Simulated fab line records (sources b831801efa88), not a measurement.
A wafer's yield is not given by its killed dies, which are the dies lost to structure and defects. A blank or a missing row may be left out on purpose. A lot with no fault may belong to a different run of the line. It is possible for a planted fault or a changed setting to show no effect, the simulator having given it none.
Which tool did it? || flow gf180mcu || Sampling: 6 lots, 18 wafers, 3 of 602 route steps

WHAT EACH GAUGE READ, for each wafer
GF_V3_THK_MEAS_01.
{"lot": "L977", "measured": "day 22 05:25", "on": "filmMetro-03", "V3_CVD_00_THK (nm)": "605 605 603"}
{"lot": "L979", "measured": "day 22 23:47", "on": "filmMetro-03", "V3_CVD_00_THK (nm)": "606 603 603"}
{"lot": "L986", "measured": "day 25 14:14", "on": "filmMetro-02", "V3_CVD_00_THK (nm)": "596 616 599"}
{"lot": "L988", "measured": "day 25 22:49", "on": "filmMetro-02", "V3_CVD_00_THK (nm)": "608 618 610"}
{"lot": "L990", "measured": "day 26 13:07", "on": "filmMetro-03", "V3_CVD_00_THK (nm)": "610 597 607"}
{"lot": "L997", "measured": "day 28 12:04", "on": "filmMetro-04", "V3_CVD_00_THK (nm)": "594 595 601"}

WHAT TOOL EACH LOT RAN ON (gives the tool, then ch and the chambers of the sampled wafers, and finally the start)
{"lot": "L977", "GF_M3_SPUTTER_03": "pvdSputter-04, day 21 04:43", "GF_V3_CVD_00": "hdpcvd-01 ch 0,2, day 22 05:20"}
{"lot": "L979", "GF_M3_SPUTTER_03": "pvdSputter-01, day 21 23:55", "GF_V3_CVD_00": "hdpcvd-02 ch 0,1,2, day 22 23:41"}
{"lot": "L986", "GF_M3_SPUTTER_03": "pvdSputter-04, day 24 16:09", "GF_V3_CVD_00": "hdpcvd-01 ch 0,1, day 25 14:08"}
{"lot": "L988", "GF_M3_SPUTTER_03": "pvdSputter-04, day 25 00:28", "GF_V3_CVD_00": "hdpcvd-01 ch 0,1, day 25 22:44"}
{"lot": "L990", "GF_M3_SPUTTER_03": "pvdSputter-01, day 25 15:31", "GF_V3_CVD_00": "hdpcvd-01 ch 0,1,2, day 26 13:02"}
{"lot": "L997", "GF_M3_SPUTTER_03": "pvdSputter-02, day 27 15:41", "GF_V3_CVD_00": "hdpcvd-02 ch 0,2, day 28 11:58"}
- GF_M3_SPUTTER_03: material Ti, target thk 10 nm, time 6.7 s.
- GF_V3_CVD_00: deposits SiO2, target thk 600 nm, time 100 s.

THE ANSWER, worked out from the rows above alone
Rule: the usual values come from the lots themselves. Put in order of their means at a reading, lots are off if they are a third of the lots or fewer, leave a main group of 4 or more, and stand apart from it by a gap of 3 or more times the standard deviation of the main group's means; of several such gaps the widest counts. If all means in a main group match to the digits the tables above print for the reading, that group is not used. Also off: a lot with no number at a reading for which 4 or more lots have one. The other lots that the step has rows for count as sound.
No lot is off at any reading shown: from this, nothing can be told.

WHAT THE SIMULATOR HAD PUT IN
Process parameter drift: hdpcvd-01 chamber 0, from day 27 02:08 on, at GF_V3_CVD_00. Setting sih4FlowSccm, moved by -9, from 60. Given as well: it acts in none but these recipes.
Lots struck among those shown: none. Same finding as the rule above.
